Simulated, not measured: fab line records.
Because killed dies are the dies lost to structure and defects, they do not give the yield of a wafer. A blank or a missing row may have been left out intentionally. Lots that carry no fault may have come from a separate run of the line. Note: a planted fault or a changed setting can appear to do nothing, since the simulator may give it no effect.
Matching of chambers / flow sky130 / SKY_CAPM_CVD_00 on pecvd-01: 3 sister chambers
The step deposits SiO2, target thk 15.5 nm. 3 wafers are shown with their chamber, then 11 later ones without.

== EACH WAFER AND ITS CHAMBER ==
wafer=L084.1; chamber=1; heaterPowerOuterW (W)=379
wafer=L085.5; chamber=0; heaterPowerOuterW (W)=455
wafer=L087.1; chamber=2; heaterPowerOuterW (W)=447

== WAFERS WHOSE CHAMBER IS MISSING ==
wafer=L087.2; heaterPowerOuterW (W)=434
wafer=L087.3; heaterPowerOuterW (W)=456
wafer=L089.1; heaterPowerOuterW (W)=403
wafer=L089.2; heaterPowerOuterW (W)=431
wafer=L089.4; heaterPowerOuterW (W)=442
wafer=L096.2; heaterPowerOuterW (W)=350
wafer=L096.3; heaterPowerOuterW (W)=405
wafer=L096.5; heaterPowerOuterW (W)=403
wafer=L097.1; heaterPowerOuterW (W)=447
wafer=L097.5; heaterPowerOuterW (W)=412
wafer=L097.6; heaterPowerOuterW (W)=456

== WHICH CHAMBER EACH WENT THROUGH ==
wafer=L087.2; from the rows above=can't be placed: 2 or 0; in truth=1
wafer=L087.3; from the rows above=can't be placed: 0 or 2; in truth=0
wafer=L089.1; from the rows above=can't be placed: 1 or 2 or 0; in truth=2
wafer=L089.2; from the rows above=can't be placed: 2 or 0 or 1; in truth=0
wafer=L089.4; from the rows above=can't be placed: 2 or 0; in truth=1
wafer=L096.2; from the rows above=1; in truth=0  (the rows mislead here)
wafer=L096.3; from the rows above=can't be placed: 1 or 2 or 0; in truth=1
wafer=L096.5; from the rows above=can't be placed: 1 or 2 or 0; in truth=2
wafer=L097.1; from the rows above=can't be placed: 2 or 0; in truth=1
wafer=L097.5; from the rows above=can't be placed: 1 or 2 or 0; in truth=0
wafer=L097.6; from the rows above=can't be placed: 0 or 2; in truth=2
Correct placement for 0 of the 11. Cannot be placed on the basis of these rows: 10; the candidates contain the true chamber in 7. Number placed wrongly: 1.
How it was worked out, from the rows above alone: a wafer's distance from a chamber is the root of the sum, over the readings, of the square of ((its reading less the chamber's mean) divided by the reading's scatter). The wafer belongs to the nearest chamber; if the next one is less than 2 further off, it can't be placed. A chamber's mean is the mean of its shown wafers. The scatter: with one shown wafer a chamber, the root of the mean of the squares of how far each hidden wafer lies from its nearest shown one.
